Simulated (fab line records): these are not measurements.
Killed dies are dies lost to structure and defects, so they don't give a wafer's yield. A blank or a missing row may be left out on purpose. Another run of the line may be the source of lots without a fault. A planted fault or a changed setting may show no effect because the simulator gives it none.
fab line records :: flow gf180mcu
record:
  lots: 6
  wafers: 18
  last-day: 34
route steps=602 shown V4@476
lots with no fault: from the same line, run without faults
start-h: start of the lot's first displayed wafer, in hours after the record's first day :: wait-h: hours since the lot's step before :: " identical to the entry in the row above :: L1.1+2: a single row standing in for several wafers :: - no value, or no start was given :: * or withheld: withheld :: < > ~ a bound
route shown NAME@n: a module of which the file shows steps, and the number in the route of the first :: usual: average and standard deviation across the fault-free wafers :: same: alike in all rows :: chamber/n: place in a boat :: sites: the reading at each site :: _std_site: the standard deviation of these :: _edge_site: mean of outer sites minus mean of inner sites :: radius-mm: for every site, how far away it sits from the centre of the wafer :: mask NAME#n: copy n :: behind: the tool/chamber that last shaped the wafer :: hold: reason for holding the lot/hours on hold/outcome of the hold :: device: transistor that didn't switch, given as n, p or np :: end of line: tests run on the same wafers once the route is complete :: where a step has no rows: the recipe by itself :: killed: not the wafer's yield, but the dies lost to structure and defects at the first sort :: map: dies across one wafer; x = killed, . = not, _ = none there
set.NAME: the setting that was run; set.NAME@STEP: the one run at that earlier step :: model.NAME: the simulator's own value behind a step, which no gauge read
a table for each step, a row for each wafer; lots at some steps of the route
services: when a tool's chamber went out of use (start-h, in hours from the record's first day, below 0 if earlier), for how many hours, and the reason
== steps ==
step: GF_V4_CVD_00
recipe:
  material: SiO2
  target-thk-nm: 600
  sigma-open-frac: 0.3
  temp-c: 400
  time-s: 100
  sih4-flow-sccm: 59.21
  pressure-mtorr: 6
step: GF_V4_THK_MEAS_01
recipe:
  reads: SiO2_of_V4_CVD_00
usual:
  V4_CVD_00_THK: 594/8.1
lot.wafer: L990.1
tool: film-metro-01
chamber: -
start-h: 529.30
wait-h: 0.0
V4_CVD_00_THK[nm]: 594

lot.wafer: L990.4
tool: film-metro-01
chamber: -
start-h: 529.30
wait-h: 0.0
V4_CVD_00_THK[nm]: 596

lot.wafer: L990.6
tool: film-metro-01
chamber: -
start-h: 529.30
wait-h: 0.0
V4_CVD_00_THK[nm]: 592

lot.wafer: L104.1
tool: film-metro-02
chamber: -
start-h: 657.10
wait-h: 0.0
V4_CVD_00_THK[nm]: 590

lot.wafer: L104.3
tool: film-metro-02
chamber: -
start-h: 657.10
wait-h: 0.0
V4_CVD_00_THK[nm]: 593

lot.wafer: L104.4
tool: film-metro-02
chamber: -
start-h: 657.10
wait-h: 0.0
V4_CVD_00_THK[nm]: 600

lot.wafer: L105.1
tool: film-metro-02
chamber: -
start-h: 659.71
wait-h: 0.1
V4_CVD_00_THK[nm]: 595

lot.wafer: L105.2
tool: film-metro-02
chamber: -
start-h: 659.71
wait-h: 0.1
V4_CVD_00_THK[nm]: 598

lot.wafer: L105.5
tool: film-metro-02
chamber: -
start-h: 659.71
wait-h: 0.1
V4_CVD_00_THK[nm]: 594

lot.wafer: L106.1
tool: film-metro-02
chamber: -
start-h: 670.09
wait-h: 0.1
V4_CVD_00_THK[nm]: 598

lot.wafer: L106.4
tool: film-metro-02
chamber: -
start-h: 670.09
wait-h: 0.1
V4_CVD_00_THK[nm]: 605

lot.wafer: L106.6
tool: film-metro-02
chamber: -
start-h: 670.09
wait-h: 0.1
V4_CVD_00_THK[nm]: 600

lot.wafer: L110.1
tool: film-metro-01
chamber: -
start-h: 693.08
wait-h: 0.0
V4_CVD_00_THK[nm]: 604

lot.wafer: L110.5
tool: film-metro-01
chamber: -
start-h: 693.08
wait-h: 0.0
V4_CVD_00_THK[nm]: 608

lot.wafer: L110.6
tool: film-metro-01
chamber: -
start-h: 693.08
wait-h: 0.0
V4_CVD_00_THK[nm]: 595

lot.wafer: L113.1
tool: film-metro-03
chamber: -
start-h: 714.30
wait-h: 0.0
V4_CVD_00_THK[nm]: 593

lot.wafer: L113.2
tool: film-metro-03
chamber: -
start-h: 714.30
wait-h: 0.0
V4_CVD_00_THK[nm]: 590

lot.wafer: L113.6
tool: film-metro-03
chamber: -
start-h: 714.30
wait-h: 0.0
V4_CVD_00_THK[nm]: 590
step: GF_V4_CVD_02
recipe:
  material: SiO2
  target-thk-nm: 850
  precursor: TEOS
  temp-c: 400
  time-s: 94.851
  rf-w: 600
usual:
  heater-power-w: 747/120
lot.wafer: L990.1
tool: pecvd-01
chamber: 0
start-h: 529.36
wait-h: 0.1
heater-power-w: 1003

lot.wafer: L990.4
tool: pecvd-01
chamber: 2
start-h: 529.36
wait-h: 0.1
heater-power-w: 759

lot.wafer: L990.6
tool: pecvd-01
chamber: 0
start-h: 529.36
wait-h: 0.1
heater-power-w: 817

lot.wafer: L104.1
tool: pecvd-01
chamber: 1
start-h: 657.16
wait-h: 0.1
heater-power-w: 657

lot.wafer: L104.3
tool: pecvd-01
chamber: 2
start-h: 657.16
wait-h: 0.1
heater-power-w: 736

lot.wafer: L104.4
tool: pecvd-01
chamber: 0
start-h: 657.16
wait-h: 0.1
heater-power-w: 972

lot.wafer: L105.1
tool: pecvd-01
chamber: 1
start-h: 659.77
wait-h: 0.1
heater-power-w: 746

lot.wafer: L105.2
tool: pecvd-01
chamber: 0
start-h: 659.77
wait-h: 0.1
heater-power-w: 940

lot.wafer: L105.5
tool: pecvd-01
chamber: 2
start-h: 659.77
wait-h: 0.1
heater-power-w: 636

lot.wafer: L106.1
tool: pecvd-02
chamber: 0
start-h: 670.15
wait-h: 0.1
heater-power-w: 889

lot.wafer: L106.4
tool: pecvd-02
chamber: 1
start-h: 670.15
wait-h: 0.1
heater-power-w: 679

lot.wafer: L106.6
tool: pecvd-02
chamber: 2
start-h: 670.15
wait-h: 0.1
heater-power-w: 726

lot.wafer: L110.1
tool: pecvd-01
chamber: 1
start-h: 693.14
wait-h: 0.1
heater-power-w: 711

lot.wafer: L110.5
tool: pecvd-01
chamber: 1
start-h: 693.14
wait-h: 0.1
heater-power-w: 739

lot.wafer: L110.6
tool: pecvd-01
chamber: 0
start-h: 693.14
wait-h: 0.1
heater-power-w: 987

lot.wafer: L113.1
tool: pecvd-02
chamber: 2
start-h: 714.36
wait-h: 0.1
heater-power-w: 691

lot.wafer: L113.2
tool: pecvd-02
chamber: 1
start-h: 714.36
wait-h: 0.1
heater-power-w: 728

lot.wafer: L113.6
tool: pecvd-02
chamber: 1
start-h: 714.36
wait-h: 0.1
heater-power-w: 579
step: GF_V4_THK_MEAS_03
recipe:
  reads: SiO2_of_V4_CVD_02
usual:
  V4_CVD_02_THK: 852/12
lot.wafer: L990.1
tool: film-metro-02
chamber: -
start-h: 529.43
wait-h: 0.0
V4_CVD_02_THK[nm]: 826

lot.wafer: L990.4
tool: film-metro-02
chamber: -
start-h: 529.43
wait-h: 0.0
V4_CVD_02_THK[nm]: 863

lot.wafer: L990.6
tool: film-metro-02
chamber: -
start-h: 529.43
wait-h: 0.0
V4_CVD_02_THK[nm]: 845

lot.wafer: L104.1
tool: film-metro-03
chamber: -
start-h: 657.23
wait-h: 0.0
V4_CVD_02_THK[nm]: 826

lot.wafer: L104.3
tool: film-metro-03
chamber: -
start-h: 657.23
wait-h: 0.0
V4_CVD_02_THK[nm]: 828

lot.wafer: L104.4
tool: film-metro-03
chamber: -
start-h: 657.23
wait-h: 0.0
V4_CVD_02_THK[nm]: 841

lot.wafer: L105.1
tool: film-metro-01
chamber: -
start-h: 659.84
wait-h: 0.0
V4_CVD_02_THK[nm]: 842

lot.wafer: L105.2
tool: film-metro-01
chamber: -
start-h: 659.84
wait-h: 0.0
V4_CVD_02_THK[nm]: 822

lot.wafer: L105.5
tool: film-metro-01
chamber: -
start-h: 659.84
wait-h: 0.0
V4_CVD_02_THK[nm]: 853

lot.wafer: L106.1
tool: film-metro-03
chamber: -
start-h: 670.22
wait-h: 0.0
V4_CVD_02_THK[nm]: 857

lot.wafer: L106.4
tool: film-metro-03
chamber: -
start-h: 670.22
wait-h: 0.0
V4_CVD_02_THK[nm]: 871

lot.wafer: L106.6
tool: film-metro-03
chamber: -
start-h: 670.22
wait-h: 0.0
V4_CVD_02_THK[nm]: 857

lot.wafer: L110.1
tool: film-metro-03
chamber: -
start-h: 693.21
wait-h: 0.0
V4_CVD_02_THK[nm]: 861

lot.wafer: L110.5
tool: film-metro-03
chamber: -
start-h: 693.21
wait-h: 0.0
V4_CVD_02_THK[nm]: 876

lot.wafer: L110.6
tool: film-metro-03
chamber: -
start-h: 693.21
wait-h: 0.0
V4_CVD_02_THK[nm]: 853

lot.wafer: L113.1
tool: film-metro-02
chamber: -
start-h: 714.43
wait-h: 0.0
V4_CVD_02_THK[nm]: 853

lot.wafer: L113.2
tool: film-metro-02
chamber: -
start-h: 714.43
wait-h: 0.0
V4_CVD_02_THK[nm]: 845

lot.wafer: L113.6
tool: film-metro-02
chamber: -
start-h: 714.43
wait-h: 0.0
V4_CVD_02_THK[nm]: 866
step: GF_V4_CMP_04
recipe:
  material: SiO2
  down-force-psi: 4
  platen-rpm: 60
  pad-velocity-m-s: 0.94248
usual:
  motor-current-A: 12.5/1
  time-to-endpoint-s: 82/6
lot.wafer: L990.1
tool: cmp-02
chamber: 3
start-h: 529.49
wait-h: 0.1
motor-current-A: 13.9
time-to-endpoint-s: 73

lot.wafer: L990.4
tool: cmp-02
chamber: 0
start-h: 529.49
wait-h: 0.1
motor-current-A: 13.2
time-to-endpoint-s: 90

lot.wafer: L990.6
tool: cmp-02
chamber: 0
start-h: 529.49
wait-h: 0.1
motor-current-A: 14.2
time-to-endpoint-s: 83

lot.wafer: L104.4
tool: cmp-02
chamber: 3
start-h: 657.34
wait-h: 0.1
motor-current-A: 13.5
time-to-endpoint-s: 77

lot.wafer: L104.3
tool: cmp-02
chamber: 0
start-h: 657.34
wait-h: 0.1
motor-current-A: 13.0
time-to-endpoint-s: 78

lot.wafer: L104.1
tool: cmp-02
chamber: 1
start-h: 657.34
wait-h: 0.1
motor-current-A: 11.2
time-to-endpoint-s: 77

lot.wafer: L105.1
tool: cmp-01
chamber: 3
start-h: 660.06
wait-h: 0.2
motor-current-A: 10.5
time-to-endpoint-s: 75

lot.wafer: L105.2
tool: cmp-01
chamber: 0
start-h: 660.06
wait-h: 0.2
motor-current-A: 12.4
time-to-endpoint-s: 67

lot.wafer: L105.5
tool: cmp-01
chamber: 3
start-h: 660.06
wait-h: 0.2
motor-current-A: 11.0
time-to-endpoint-s: 80

lot.wafer: L106.4
tool: cmp-02
chamber: 3
start-h: 670.33
wait-h: 0.1
motor-current-A: 13.9
time-to-endpoint-s: 89

lot.wafer: L106.1
tool: cmp-02
chamber: 0
start-h: 670.33
wait-h: 0.1
motor-current-A: 13.6
time-to-endpoint-s: 86

lot.wafer: L106.6
tool: cmp-02
chamber: 3
start-h: 670.33
wait-h: 0.1
motor-current-A: 13.5
time-to-endpoint-s: 81

lot.wafer: L110.1
tool: cmp-02
chamber: 3
start-h: 693.42
wait-h: 0.2
motor-current-A: 13.6
time-to-endpoint-s: 88

lot.wafer: L110.5
tool: cmp-02
chamber: 0
start-h: 693.42
wait-h: 0.2
motor-current-A: 13.4
time-to-endpoint-s: 94

lot.wafer: L110.6
tool: cmp-02
chamber: 1
start-h: 693.42
wait-h: 0.2
motor-current-A: 11.8
time-to-endpoint-s: 87

lot.wafer: L113.2
tool: cmp-02
chamber: 3
start-h: 714.59
wait-h: 0.1
motor-current-A: 13.8
time-to-endpoint-s: 84

lot.wafer: L113.1
tool: cmp-02
chamber: 0
start-h: 714.59
wait-h: 0.1
motor-current-A: 14.0
time-to-endpoint-s: 91

lot.wafer: L113.6
tool: cmp-02
chamber: 1
start-h: 714.59
wait-h: 0.1
motor-current-A: 11.5
time-to-endpoint-s: 95
step: GF_V4_BOW_MEAS_05
recipe:
  mode: bow
usual:
  V4_BOW: 136/8.4
lot.wafer: L990.1
tool: film-metro-02
chamber: -
start-h: 529.79
wait-h: 0.2
V4_BOW[um]: 135

lot.wafer: L990.4
tool: film-metro-02
chamber: -
start-h: 529.79
wait-h: 0.2
V4_BOW[um]: 135

lot.wafer: L990.6
tool: film-metro-02
chamber: -
start-h: 529.79
wait-h: 0.2
V4_BOW[um]: 140

lot.wafer: L104.1
tool: film-metro-02
chamber: -
start-h: 657.59
wait-h: 0.1
V4_BOW[um]: 146

lot.wafer: L104.3
tool: film-metro-02
chamber: -
start-h: 657.59
wait-h: 0.1
V4_BOW[um]: 138

lot.wafer: L104.4
tool: film-metro-02
chamber: -
start-h: 657.59
wait-h: 0.1
V4_BOW[um]: 132

lot.wafer: L105.1
tool: film-metro-03
chamber: -
start-h: 660.31
wait-h: 0.2
V4_BOW[um]: 140

lot.wafer: L105.2
tool: film-metro-03
chamber: -
start-h: 660.31
wait-h: 0.2
V4_BOW[um]: 137

lot.wafer: L105.5
tool: film-metro-03
chamber: -
start-h: 660.31
wait-h: 0.2
V4_BOW[um]: 137

lot.wafer: L106.1
tool: film-metro-02
chamber: -
start-h: 670.63
wait-h: 0.2
V4_BOW[um]: 134

lot.wafer: L106.4
tool: film-metro-02
chamber: -
start-h: 670.63
wait-h: 0.2
V4_BOW[um]: 138

lot.wafer: L106.6
tool: film-metro-02
chamber: -
start-h: 670.63
wait-h: 0.2
V4_BOW[um]: 141

lot.wafer: L110.1
tool: film-metro-03
chamber: -
start-h: 693.57
wait-h: 0.1
V4_BOW[um]: 127

lot.wafer: L110.5
tool: film-metro-03
chamber: -
start-h: 693.57
wait-h: 0.1
V4_BOW[um]: 134

lot.wafer: L110.6
tool: film-metro-03
chamber: -
start-h: 693.57
wait-h: 0.1
V4_BOW[um]: 126

lot.wafer: L113.1
tool: film-metro-02
chamber: -
start-h: 714.79
wait-h: 0.1
V4_BOW[um]: 143

lot.wafer: L113.2
tool: film-metro-02
chamber: -
start-h: 714.79
wait-h: 0.1
V4_BOW[um]: 133

lot.wafer: L113.6
tool: film-metro-02
chamber: -
start-h: 714.79
wait-h: 0.1
V4_BOW[um]: 136
step: GF_V4_DEHYDRATE_06
recipe:
  temp-c: 200
  time-s: 60
step: GF_V4_HMDS_07
recipe:
  prime-time-s: 60
  prime-temp-c: 120
step: GF_V4_COAT_08
recipe:
  resist: BARC
  temp-c: withheld
  time-s: withheld
  spin-rpm: withheld
  resist-thk-nm: withheld
step: GF_V4_COAT_09
recipe:
  resist: KrF
  spin-rpm: withheld
  resist-thk-nm: 1000
step: GF_V4_SOFTBAKE_10
recipe:
  temp-c: 130
  time-s: 60
  resist: KrF
step: GF_V4_EXPOSE_11
recipe:
  mask-id: Via4
  target-cd-nm: 260
  na: 0.68
  source-shape: conventional
  sigma-outer: 0.6
  dose-mj: 38
step: GF_V4_PEB_12
recipe:
  peb-temp-c: 135
  peb-time-s: 90
  resist: KrF
usual:
  chill-plate-temp-C: 23.01/0.099
  exhaust-pa: 44.8/0.9
lot.wafer: L990.1
tool: litho-track-02
chamber: 0
start-h: 552.40
wait-h: -
chill-plate-temp-C: 23.21
exhaust-pa: 44.8

lot.wafer: L990.4
tool: litho-track-02
chamber: 0
start-h: 552.40
wait-h: -
chill-plate-temp-C: 22.99
exhaust-pa: 45.0

lot.wafer: L990.6
tool: litho-track-02
chamber: 0
start-h: 552.40
wait-h: -
chill-plate-temp-C: 22.98
exhaust-pa: 44.0

lot.wafer: L104.1
tool: litho-track-01
chamber: -
start-h: 675.92
wait-h: -
chill-plate-temp-C: -
exhaust-pa: -

lot.wafer: L104.3
tool: litho-track-01
chamber: -
start-h: 675.92
wait-h: -
chill-plate-temp-C: -
exhaust-pa: -

lot.wafer: L104.4
tool: litho-track-01
chamber: -
start-h: 675.92
wait-h: -
chill-plate-temp-C: -
exhaust-pa: -

lot.wafer: L105.1
tool: litho-track-01
chamber: -
start-h: 679.67
wait-h: -
chill-plate-temp-C: -
exhaust-pa: -

lot.wafer: L105.2
tool: litho-track-01
chamber: -
start-h: 679.67
wait-h: -
chill-plate-temp-C: -
exhaust-pa: -

lot.wafer: L105.5
tool: litho-track-01
chamber: -
start-h: 679.67
wait-h: -
chill-plate-temp-C: -
exhaust-pa: -

lot.wafer: L106.1
tool: litho-track-04
chamber: 0
start-h: 688.84
wait-h: -
chill-plate-temp-C: 23.08
exhaust-pa: 46.4

lot.wafer: L106.4
tool: litho-track-04
chamber: 0
start-h: 688.84
wait-h: -
chill-plate-temp-C: 23.02
exhaust-pa: 46.5

lot.wafer: L106.6
tool: litho-track-04
chamber: 0
start-h: 688.84
wait-h: -
chill-plate-temp-C: 23.04
exhaust-pa: 45.7

lot.wafer: L110.1
tool: litho-track-04
chamber: 0
start-h: 711.04
wait-h: -
chill-plate-temp-C: 22.97
exhaust-pa: 46.1

lot.wafer: L110.5
tool: litho-track-04
chamber: 0
start-h: 711.04
wait-h: -
chill-plate-temp-C: 23.07
exhaust-pa: 44.5

lot.wafer: L110.6
tool: litho-track-04
chamber: 0
start-h: 711.04
wait-h: -
chill-plate-temp-C: 23.02
exhaust-pa: 46.2

lot.wafer: L113.1
tool: litho-track-01
chamber: 0
start-h: 732.42
wait-h: -
chill-plate-temp-C: 23.08
exhaust-pa: 44.0

lot.wafer: L113.2
tool: litho-track-01
chamber: 0
start-h: 732.42
wait-h: -
chill-plate-temp-C: 22.93
exhaust-pa: 44.7

lot.wafer: L113.6
tool: litho-track-01
chamber: 0
start-h: 732.42
wait-h: -
chill-plate-temp-C: 22.92
exhaust-pa: 44.4
step: GF_V4_DEVELOP_13
recipe:
  develop-time-s: 60
  resist: KrF
  dev-temp-c: 21
== services ==
tool: pecvd-02
chamber: -
start-h: 540.26
hours: 6.0
kind: pm

tool: cmp-01
chamber: -
start-h: 566.35
hours: 1.5
kind: repair

tool: pecvd-01
chamber: -
start-h: 571.06
hours: 1.9
kind: repair

tool: cmp-01
chamber: -
start-h: 572.16
hours: 4.0
kind: pm

tool: cmp-01
chamber: -
start-h: 576.16
hours: -
kind: consumable-replace:conditioner

tool: cmp-01
chamber: -
start-h: 576.16
hours: -
kind: consumable-replace:pad

tool: cmp-02
chamber: -
start-h: 576.16
hours: 8.2
kind: pm

tool: cmp-02
chamber: -
start-h: 596.35
hours: 0.3
kind: repair

tool: pecvd-01
chamber: 2
start-h: 630.58
hours: 4.1
kind: repair

tool: pecvd-01
chamber: -
start-h: 638.10
hours: 5.5
kind: pm

tool: pecvd-02
chamber: 1
start-h: 650.04
hours: 6.0
kind: repair

tool: cmp-02
chamber: -
start-h: 659.28
hours: 11.0
kind: repair

tool: cmp-02
chamber: -
start-h: 659.65
hours: 1.3
kind: repair

tool: pecvd-01
chamber: -
start-h: 670.35
hours: 0.6
kind: repair

tool: cmp-02
chamber: -
start-h: 697.31
hours: 1.0
kind: repair

tool: litho-track-04
chamber: -
start-h: 698.05
hours: -
kind: consumable-replace:filter

tool: cmp-01
chamber: -
start-h: 710.37
hours: 1.0
kind: repair

tool: pecvd-02
chamber: 0
start-h: 719.95
hours: 9.6
kind: repair

tool: cmp-02
chamber: -
start-h: 728.00
hours: 0.9
kind: repair
== key ==
first-sign:
  step: GF_V4_PEB_12
  reading: tool-record
  direction: missing
effect none on later readings
met-at GF_V4_PEB_12
struck-wafers L104.1,L104.3,L104.4,L105.1,L105.2,L105.5
later-rows-left-out L104.1,L104.3,L104.4,L105.1,L105.2,L105.5
sort-left-out L104.1,L104.3,L104.4,L105.1,L105.2,L105.5
tester-left-out L105
earlier-fault:
  kind: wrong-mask
  tool: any
  chamber: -
  onset-h: 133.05
  steps: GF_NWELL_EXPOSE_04
  aux-copy: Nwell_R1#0
  cd-offset-nm: 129
  scope: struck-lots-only
fault:
  kind: skipped-step-whole
  tool: litho-track-01
  chamber: -
  onset-h: 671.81
  steps: GF_V4_PEB_12
  scope: struck-lots-only
tester-left-out: of these lots the tester's yield and bins aren't shown, on N5 and GAA mostly nor the transistor test; their killed dies are dies lost to structure and defects alone, not to doping, threshold or leakage, so they don't give the yield
sort-left-out: the simulated sort isn't trusted on such a fault, so these wafers' sort isn't shown, and their yield isn't known
later-rows-left-out: the simulator's readings of these wafers behind a module that went badly wrong aren't trusted and aren't shown, but for the sort
